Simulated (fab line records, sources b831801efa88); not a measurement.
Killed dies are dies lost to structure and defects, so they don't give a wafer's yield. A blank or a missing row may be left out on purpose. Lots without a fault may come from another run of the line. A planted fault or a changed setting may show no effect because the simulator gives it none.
Which tool did it? | flow sky130 | 12 lots, 36 wafers sampled, at 5 steps of a route of 708

WHAT THE GAUGES READ, wafer by wafer
SKY_LOCAL_INTERCONNECT_THK_MEAS_02: measures by xrf. Usual: LOCAL_INTERCONNECT_TIN_THK 98.7 nm, standard deviation 1.3.
lot  | measured     | on            | LOCAL_INTERCONNECT_TIN_THK (nm) | flag
L870 | day 28 21:11 | film_metro-02 | 99.2 97.5 97.4                  |
L871 | day 29 00:37 | film_metro-04 | 97.9 98.8 98.7                  |
L872 | day 29 19:35 | film_metro-04 | 99.8 100.7 99.8                 |
L873 | day 30 03:17 | film_metro-02 | 98.2 99.4 97.2                  |
L880 | day 32 12:23 | film_metro-02 | 98.0 98.8 100.1                 |
L881 | day 32 20:02 | film_metro-02 | 101.8 100.3 101.3               |
L882 | day 33 12:33 | film_metro-04 | 97.0 98.5 98.5                  |
L885 | day 34 04:14 | film_metro-01 | 99.4 98.7 98.8                  |
L887 | day 36 06:02 | film_metro-02 | 98.9 98.9 99.4                  |
L888 | day 36 06:35 | film_metro-01 | 99.0 100.1 100.0                |
L891 | day 36 07:24 | film_metro-01 | 98.4 98.9 98.6                  |
L890 | day 36 08:38 | film_metro-01 | 100.0 99.1 98.9                 |

SKY_LOCAL_INTERCONNECT_OVL_MEAS_12. Usual: LOCAL_INTERCONNECT_OVL 1 nm, standard deviation 4.7.
lot  | measured     | on         | LOCAL_INTERCONNECT_OVL (nm) | flag
L870 | day 30 00:56 | overlay-01 | 11 5 9                      |
L871 | day 30 04:21 | overlay-02 | -1 -1 0                     |
L872 | day 30 22:16 | overlay-01 | 0 7 5                       |
L873 | day 31 06:28 | overlay-01 | 7 6 8                       |
L880 | day 33 15:31 | overlay-01 | -5 -3 -1                    |
L881 | day 33 23:35 | overlay-01 | -5 3 -3                     |
L882 | day 34 15:34 | overlay-01 | 4 -4 -3                     |
L885 | day 35 06:29 | overlay-01 | 2 3 2                       |
L887 | day 37 08:09 | overlay-02 | 16 5 3                      |
L888 | day 37 09:09 | overlay-01 | -2 -3 -7                    |
L891 | day 37 09:43 | overlay-02 | 3 4 -2                      |
L890 | day 37 10:55 | overlay-01 | 1 -1 0                      |

SKY_VIA2_CD_MEAS_12: target cd 200 nm. Usual: cd_nm 199.7 nm, standard deviation 1.3.
lot  | measured     | on        | cd_nm (nm)        | flag
L870 | day 35 22:08 | cd_sem-02 | 198.7 197.7 197.7 |
L871 | day 36 01:40 | cd_sem-02 | 198.4 198.3 199.0 |
L872 | day 36 21:06 | cd_sem-01 | 199.9 200.7 200.4 |
L873 | day 37 04:16 | cd_sem-01 | 198.2 199.6 200.4 |
L880 | day 39 10:15 | cd_sem-01 | 207.3 206.6 207.7 | OFF
L881 | day 39 18:07 | cd_sem-01 | 206.5 207.9 205.1 | OFF
L882 | day 40 07:42 | cd_sem-01 | 205.5 205.0 207.0 | OFF
L885 | day 40 20:30 | cd_sem-01 | 200.7 200.2 200.4 |
L887 | day 42 18:58 | cd_sem-02 | 200.8 199.4 199.4 |
L888 | day 42 19:37 | cd_sem-01 | 200.6 201.7 202.9 |
L891 | day 42 20:22 | cd_sem-02 | 199.5 199.5 199.1 |
L890 | day 42 21:26 | cd_sem-02 | 201.5 200.4 199.6 |

WHICH TOOL RAN EACH LOT (tool, then ch and the chambers of the sampled wafers, then the start)
lot  | SKY_METAL1_SPUTTER_04        | SKY_VIA2_CMP_02
L870 | pvd_sputter-03, day 31 06:47 | cmp-02 ch 1,2,3, day 34 18:49
L871 | pvd_sputter-03, day 31 09:32 | cmp-02 ch 0,2, day 34 22:18
L872 | pvd_sputter-01, day 32 04:48 | cmp-01 ch 0,2, day 35 17:44
L873 | pvd_sputter-01, day 32 12:12 | cmp-02 ch 1,2,3, day 36 01:50
L880 | pvd_sputter-03, day 34 21:15 | cmp-02 ch 0,2, day 38 08:55
L881 | pvd_sputter-02, day 35 05:17 | cmp-02 ch 0,1,2, day 38 17:26
L882 | pvd_sputter-02, day 35 20:29 | cmp-02 ch 0,1,3, day 39 07:33
L885 | pvd_sputter-01, day 36 11:30 | cmp-01 ch 1,3, day 39 19:53
L887 | pvd_sputter-01, day 38 14:23 | cmp-01 ch 0,1, day 41 19:17
L888 | pvd_sputter-02, day 38 15:18 | cmp-02 ch 0,1, day 41 20:14
L891 | pvd_sputter-01, day 38 15:46 | cmp-01 ch 0,3, day 41 20:58
L890 | pvd_sputter-01, day 38 16:47 | cmp-02 ch 0,1, day 41 21:54
- SKY_METAL1_SPUTTER_04: material TiN, target thk 70 nm, time 58.3 s.
- SKY_VIA2_CMP_02: polishes SiO2.

WHAT THE TOOLS THEMSELVES READ (means of the sampled wafers that have a number; where no wafer has one, the mark that the record gives instead)
SKY_METAL1_SPUTTER_04. Usual: cathode_dc_power_W 6500.0 W, standard deviation 1.2; throttle_valve_pct 30.2 %, standard deviation 1.5.
lot  | tool           | cathode_dc_power_W (W) | throttle_valve_pct (%) | flag
L870 | pvd_sputter-03 | 6500.2                 | 28.4                   |
L871 | pvd_sputter-03 | 6500.4                 | 29.3                   |
L872 | pvd_sputter-01 | 6500.5                 | 31.3                   |
L873 | pvd_sputter-01 | 6498.8                 | 30.2                   |
L880 | pvd_sputter-03 | 6500.4                 | 28.7                   |
L881 | pvd_sputter-02 | 6500.3                 | 30.8                   |
L882 | pvd_sputter-02 | 6500.1                 | 31.6                   |
L885 | pvd_sputter-01 | 6498.4                 | 30.1                   |
L887 | pvd_sputter-01 | 6500.3                 | 31.3                   |
L888 | pvd_sputter-02 | 6499.8                 | 29.4                   |
L891 | pvd_sputter-01 | 6499.7                 | 30.7                   |
L890 | pvd_sputter-01 | 6500.2                 | 31.1                   |

SKY_VIA2_CMP_02. Usual: motor_current_A 12.5 A, standard deviation 0.94; platen_rpm 60.00 rpm, standard deviation 0.039; slurry_filter_dp_kPa 13.50 kPa, standard deviation 0.14.
lot  | tool   | motor_current_A (A) | platen_rpm (rpm) | slurry_filter_dp_kPa (kPa) | flag
L870 | cmp-02 | 13.2                | 60.00            | 13.48                      |
L871 | cmp-02 | 13.3                | 60.00            | 13.53                      |
L872 | cmp-01 | 11.6                | 60.01            | 13.26                      |
L873 | cmp-02 | 13.0                | 60.01            | 13.66                      |
L880 | cmp-02 | 13.0                | 54.00            | 13.47                      | OFF
L881 | cmp-02 | 13.2                | 53.94            | 13.51                      | OFF
L882 | cmp-02 | 12.6                | 54.00            | 13.59                      | OFF
L885 | cmp-01 | 11.4                | 60.01            | 13.63                      |
L887 | cmp-01 | 12.3                | 59.99            | 13.50                      |
L888 | cmp-02 | 12.5                | 60.03            | 13.53                      |
L891 | cmp-01 | 12.3                | 59.96            | 13.55                      |
L890 | cmp-02 | 11.7                | 60.02            | 13.48                      |

THE ANSWER, worked out from the rows above alone
Rule: a lot is off if the mean of its wafers that have a number lies more than 3 standard deviations from the usual mean. A lot without any number at a reading at which 4 lots or more have one is off too. The other lots that the step has rows for count as sound. The gauges are gone through in route order, then the tools' own readings, and for those a lot's mean is taken as printed above. The first step at which some lot is off is used, and at that step the reading that is off furthest; a lot without a number counts as furthest.
Off: L880, L881, L882, at SKY_VIA2_CD_MEAS_12 (cd_nm).
A tool fits if, at a process step before that reading, it ran every lot that is off, and no sound lot after the first of them. The gauges at SKY_VIA2_CD_MEAS_12 aren't tried: what is off there is off at SKY_VIA2_CMP_02 too, on other tools, and a gauge's error can't cause that. None of those tried fits.

WHAT THE SIMULATOR HAD PUT IN
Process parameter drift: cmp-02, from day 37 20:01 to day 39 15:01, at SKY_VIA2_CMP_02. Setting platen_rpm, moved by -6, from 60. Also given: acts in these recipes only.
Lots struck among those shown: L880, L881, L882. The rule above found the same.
